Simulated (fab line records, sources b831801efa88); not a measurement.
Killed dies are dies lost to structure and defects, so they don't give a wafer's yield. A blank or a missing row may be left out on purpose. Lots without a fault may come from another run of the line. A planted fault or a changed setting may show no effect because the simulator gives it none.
Problem report in the 8D (eight disciplines) form, filled by code | flow sky130 | the parts of the form that need people (team, actions taken, sign-off) are left out

1. THE PROBLEM
oes_product_au at SKY_METAL4_METAL_ETCH_18 reads a mean of 0.807 a.u. on 6 wafers of 2 lots; wafers without a fault read 0.865 a.u. with a standard deviation of 0.0063. That is -9.2 standard deviations from the usual mean.
The step: etches the open film in Cl2/BCl3, stops on SiO2, target depth 845 nm, time 183.1 s.
First seen on wafer L943.1, day 46 14:43, on rie_metal-04. The record holds 33 wafers of 11 lots with a number at this step. Rule for "out", or "out of limits": more than 4 standard deviations from the usual mean. The other wafers with a number count as sound.

2. WHAT IT IS AND WHAT IT IS NOT
question                    | is                     | is not
which readings at this step | oes_product_au         | drypump_motor_current_A, throttle_valve_pct
which lots                  | L943, L949             | L930, L934, L936, L939, L940, L941, L942, L944, L951
which wafers of those lots  | all that have a number | -
read on which tools         | rie_metal-04           | rie_metal-01, rie_metal-03
when                        | from day 46 14:43      | up to then (24 sound wafers); but 3 sound wafers of L951 came after

3. SUSPECTS, AND WHAT RULES EACH OUT
Counting: a tool at a process step up to the reading stays a suspect if it ran every lot that is out and no sound lot after the first of them.
- pvd_sputter-03 at SKY_METAL4_SPUTTER_02 (material AlCu, target thk 735 nm, time 39.1 s): kept. It ran every lot that is out, first L943 (day 44 22:04), and no sound lot after that; its last sound lot up to then is L942 (day 44 21:28).
- rie_metal-04 at SKY_METAL4_METAL_ETCH_18 (etches the open film in Cl2/BCl3, stops on SiO2, target depth 845 nm, time 183.1 s): ruled out as a lasting fault. Sound lots L951 ran on it after its first lot that is out, L943 (day 46 14:43).
Left after counting: pvd_sputter-03 at SKY_METAL4_SPUTTER_02.

4. THE CAUSE (what the simulator had put in)
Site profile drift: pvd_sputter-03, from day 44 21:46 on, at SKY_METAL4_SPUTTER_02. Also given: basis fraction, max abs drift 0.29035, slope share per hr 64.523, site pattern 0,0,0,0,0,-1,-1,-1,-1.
Counting left only this tool.

5. THE CHAIN OF EFFECTS, in route order
Each row: a reading whose mean over the struck wafers that have a number lies more than 3 standard deviations from the usual. Only readings for which the record gives a usual standard deviation are gone through. hours: the time from each lot's start at the first step in this table that gives one to its start at this step, as a median over the lots. sigmas: the change in usual standard deviations.
hours | step                     | reading        | usual      | on struck wafers | change | sigmas
0     | SKY_METAL4_METAL_ETCH_18 | oes_product_au | 0.865 a.u. | 0.807            | -0.058 | -9.2
The process steps in it:
- SKY_METAL4_METAL_ETCH_18: etches the open film in Cl2/BCl3, stops on SiO2, target depth 845 nm, time 183.1 s.

6. WHAT WOULD HAVE CAUGHT IT SOONER
In this record the first reading out of limits was taken at day 46 14:43, 41 hours after the fault began at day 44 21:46.
Of the tool readings at SKY_METAL4_SPUTTER_02 for which the record gives a usual standard deviation, none was out on any struck wafer, so an alarm limit of 4 standard deviations on them would not have fired.
All the lots that are out (2) had begun SKY_METAL4_SPUTTER_02 on pvd_sputter-03 by day 46 14:43. A hold on the tool at that time would have spared none of them.
